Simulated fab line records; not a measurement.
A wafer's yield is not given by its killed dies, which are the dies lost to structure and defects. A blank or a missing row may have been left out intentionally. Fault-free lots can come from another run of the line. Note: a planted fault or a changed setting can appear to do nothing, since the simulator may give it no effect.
Comparing a struck lot with a sound one | flow sky130 | 15 out of 708 route steps
Sound: the wafers L140.1, L140.2, L140.6. Wafers struck: L146.3, L146.4, L146.5. The cause is named last.
For every step that has rows: the tool of each side, followed by ch and its chambers, followed by its first start. Under that, the readings that differ: sound wafers | struck wafers | difference of the means | sigmas: that difference in standard deviations of wafers without a fault.
alike: readings with means less than 2 such deviations apart, plus words and numbers identical on both sides. not compared: withheld readings, readings lacking a value on some wafer, bounds such as >300 that could conceal the same value, and numbers that have no deviation in the record and whose values overlap.
A row with sigmas, a row that says differs or no value, or rows on one side alone: a step with any of these is where the two part. Non-overlapping numbers with no deviation appear without sigmas and do not part them. A reading missing from all wafers of one side parts the sides only when that side holds two or more wafers.

first, 2 steps without rows for these wafers: SKY_CAPM_PEB_10; SKY_CAPM_DEVELOP_11 (develop time 60 s).
SKY_CAPM_OVL_MEAS_12:
  sound on overlay-02, day 39 02:29; struck on overlay-02, day 40 15:56
  alike: CAPM_OVL
SKY_CAPM_METAL_ETCH_13: etches TiN in Cl2/BCl3, stops on SiO2, target depth 220 nm, time 62.9 s.
  sound on rie_metal-02 ch 0,1, day 39 02:31; struck on rie_metal-04 ch 0,1, day 40 15:59
  alike: drypump_motor_current_A, oes_product_au, throttle_valve_pct
  not compared: rf_hours_counter_h
SKY_CAPM_STRIP_14: strips in O2/N2.
  sound on plasma_asher-02 ch 0,1, day 39 02:36; struck on plasma_asher-04 ch 0,1, day 40 16:04
  alike: drypump_motor_current_A, oes_product_au, strip_time_to_endpoint_s
  not compared: rf_hours_counter_h
then, 7 steps without rows for these wafers: SKY_CAPM_STRIP_15 (strips in post etch residue remover, time 1200 s); SKY_CAPM_CLEAN_16 (cleans in IPA, time 180 s); SKY_CAPM_CLEAN_17 (cleans in O3/DIW); SKY_METAL3_DEHYDRATE_05 (time 60 s); SKY_METAL3_HMDS_06 (prime time 60 s); SKY_METAL3_COAT_07 (resist thk 60 nm); SKY_METAL3_COAT_08 (resist thk 1140 nm).
SKY_METAL3_SOFTBAKE_09: time 90 s.
  sound on litho_track-04 ch 0, day 39 14:00; struck on litho_track-04 ch 0, day 41 05:00
  reading                  | sound               | struck               | difference | sigmas
  heater_power_total_W (W) | 57.33 57.62 57.43   | 58.87 58.86 58.81    | +1.39      | +12
  plate_temp_C (C)         | 99.98 100.08 100.02 | 101.74 101.86 101.82 | +1.78      | +15
  alike: chill_plate_temp_C
then, 1 step without rows for these wafers: SKY_METAL3_EXPOSE_10 (exposes mask MM3, target cd 300 nm).
-- the record jumps here: 7 days lie between the struck wafers' starts before and after (it left off in module METAL3 and takes up again in module PAD_OPEN, whose first step shown is number 708 of the route) --
SKY_PAD_OPEN_PROBE_99:
  sound on prober-01, day 47 01:37; struck on prober-01, day 48 10:21
  alike: defect_limited_yield, killed_at_M0_to_M3, killed_at_M4_up, killed_at_contacts, killed_at_front_end, killed_at_other, killed_dies, killed_open, killed_short, sort_bin_3_pad_short, sort_bin_5_function, sort_bin_6_memory, sort_n_pass, sort_yield_pct

## WHERE THEY PART
At SKY_METAL3_SOFTBAKE_09 and nowhere else, as far as this record goes. Later steps at which nothing parts them and some readings are alike: SKY_PAD_OPEN_PROBE_99.

WHY: what the simulator had put in
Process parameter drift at SKY_METAL3_SOFTBAKE_09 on litho_track-04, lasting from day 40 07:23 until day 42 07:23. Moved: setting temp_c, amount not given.
